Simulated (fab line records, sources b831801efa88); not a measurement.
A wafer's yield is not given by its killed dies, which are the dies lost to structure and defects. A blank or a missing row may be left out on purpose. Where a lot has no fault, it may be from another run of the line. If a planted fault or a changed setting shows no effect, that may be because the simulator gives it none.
Struck lot and sound lot, side by side :: flow sky130 :: 16 steps out of a route of 708
Sound: the wafers L697.1, L697.2, L697.4. Struck: wafer L710.4 (L710.1, L710.2, from the same lot, were not struck and are left out); the cause is given at the end.
At each step with rows: each side's tool, then ch and its chambers, then its first start. Under that, the readings that differ: sound wafers :: struck wafers :: difference of the means :: sigmas: that difference in standard deviations of wafers without a fault.
alike: words and numbers the same on both sides, and readings whose means are apart by under 2 such deviations; not compared: readings that were withheld, readings missing a value for some wafer, numbers with overlapping values and no deviation given by the record, and bounds like >300 which may hide the same value.
A row with sigmas, a row that says differs or no value, or rows on one side alone: a step with any of these is where the two part. When numbers do not overlap yet have no deviation, they are printed without sigmas and do not part them. A reading missing from all wafers of one side parts the sides only when that side holds two or more wafers.

SKY_VIA3_BOW_MEAS_03:
  struck on film metro-02, day 42 20:59; sound on film metro-03, day 39 04:14
  alike: VIA3_BOW
then, 8 steps without rows for these wafers: SKY_VIA3_DEHYDRATE_04 (time 60 s); SKY_VIA3_HMDS_05 (prime time 60 s); SKY_VIA3_COAT_06 (resist thk 60 nm); SKY_VIA3_COAT_07 (resist thk 450 nm); SKY_VIA3_SOFTBAKE_08 (time 90 s); SKY_VIA3_EXPOSE_09 (exposes mask VIM3, target cd 200 nm); SKY_VIA3_PEB_10; SKY_VIA3_DEVELOP_11 (develop time 60 s).
SKY_VIA3_CD_MEAS_12: target cd 200 nm.
  struck on cd sem-01, day 43 20:35; sound on cd sem-01, day 40 04:17
  alike: cd nm
SKY_VIA3_OVL_MEAS_13:
  struck on overlay-02, day 43 20:42; sound on overlay-02, day 40 04:25
  alike: VIA3_OVL
SKY_VIA3_ETCH_14: etches BARC in N2/H2, stops on SiO2, time 45.9 s, target depth 60 nm.
  sound on rie diel-02 ch 1,2,3, day 40 04:27; struck on rie diel-02 ch 3, day 43 20:44
reading: rf hours counter h (h)
sound: 11 25 17
struck: 28
difference: +10
sigmas: 
  alike: drypump motor current A, oes product au, run length s, throttle valve pct
SKY_VIA3_ETCH_15: etches SiO2 in C4F8/O2/Ar, stops on TiN, target depth 507 nm, time 78 s.
  sound on rie diel-02 ch 1,2,3, day 40 04:29; struck on rie diel-02 ch 3, day 43 20:47
reading: oes product au (a.u.)
sound: 0.939 0.940 0.939
struck: 0.995
difference: +0.056
sigmas: +12

reading: rf hours counter h (h)
sound: 11 25 17
struck: 28
difference: +10
sigmas: 

reading: run length s (s)
sound: 106.5 107.1 105.8
struck: 94.9
difference: -11.6
sigmas: -25

reading: model.VIA3.feature depth nm (nm)
sound: 464 464.4 462.7
struck: 426.3
difference: -37.4
sigmas: 

reading: model.etch.depth nm (nm)
sound: 464 464.4 462.7
struck: 426.3
difference: -37.4
sigmas: 

reading: model.KrF-thick_of_VIA3_COAT_07.thk nm (nm)
sound: 290.6 290 288.1
struck: 307.8
difference: +18.2
sigmas: 
SKY_VIA3_STRIP_16: strips in O2/N2.
  sound on plasma asher-03 ch 0,1, day 40 04:33; struck on plasma asher-02 ch 0, day 43 20:50
reading: oes product au (a.u.)
sound: 0.398 0.402 0.399
struck: 0.410
difference: +0.010
sigmas: +2

reading: strip time to endpoint s (s)
sound: 4.121 4.130 4.098
struck: 4.304
difference: +0.188
sigmas: +9
  alike: drypump motor current A
  not compared: rf hours counter h
then, 1 step without rows for these wafers: SKY_VIA3_STRIP_17 (strips in post etch residue remover, time 1200 s).
-- the record jumps here: 5 days lie between the struck wafers' starts before and after (it left off in module VIA3 and takes up again in module PAD_OPEN, whose first step shown is number 708 of the route) --
SKY_PAD_OPEN_PROBE_99:
  struck on prober-01, day 49 06:49; sound on prober-02, day 46 05:43
reading: model.etest.tester.sort n pass
sound: 406 407 405
struck: 5
difference: -401
sigmas: 

reading: model.etest.tester.sort yield pct (%)
sound: 82.52 82.72 82.32
struck: 1.016
difference: -81.504
sigmas: 

reading: model.etest.tester.sort_bin_5_pct (%)
sound: 11.18 12.4 9.959
struck: 91.87
difference: +80.69
sigmas: 

reading: model.etest.sram nfet pass.under floor
sound: 0 0 0
struck: 1
difference: +1
sigmas: 

reading: model.etest.cap thick oxide.under floor
sound: 0 0 0
struck: 1
difference: +1
sigmas: 

reading: model.etest.pfet_01v8.under floor
sound: 0 0 0
struck: 1
difference: +1
sigmas: 

reading: model.etest.res poly.open
sound: 0 0 0
struck: 1
difference: +1
sigmas: 

reading: model.etest.res pdiff.open
sound: 0 0 0
struck: 1
difference: +1
sigmas: 
  alike: defect limited yield, killed_at_M0_to_M3, killed_at_M4_up, killed at contacts, killed at front end, killed at other, killed dies, killed open, killed short

== WHERE THEY PART ==
Last at SKY_VIA3_STRIP_16 as far as this record goes, first at SKY_VIA3_ETCH_15. Later steps at which nothing parts them and some readings are alike: SKY_PAD_OPEN_PROBE_99.

WHY: what the simulator had put in
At SKY_VIA3_ETCH_15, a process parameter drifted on rie diel-02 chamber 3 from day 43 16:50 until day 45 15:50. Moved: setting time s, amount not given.
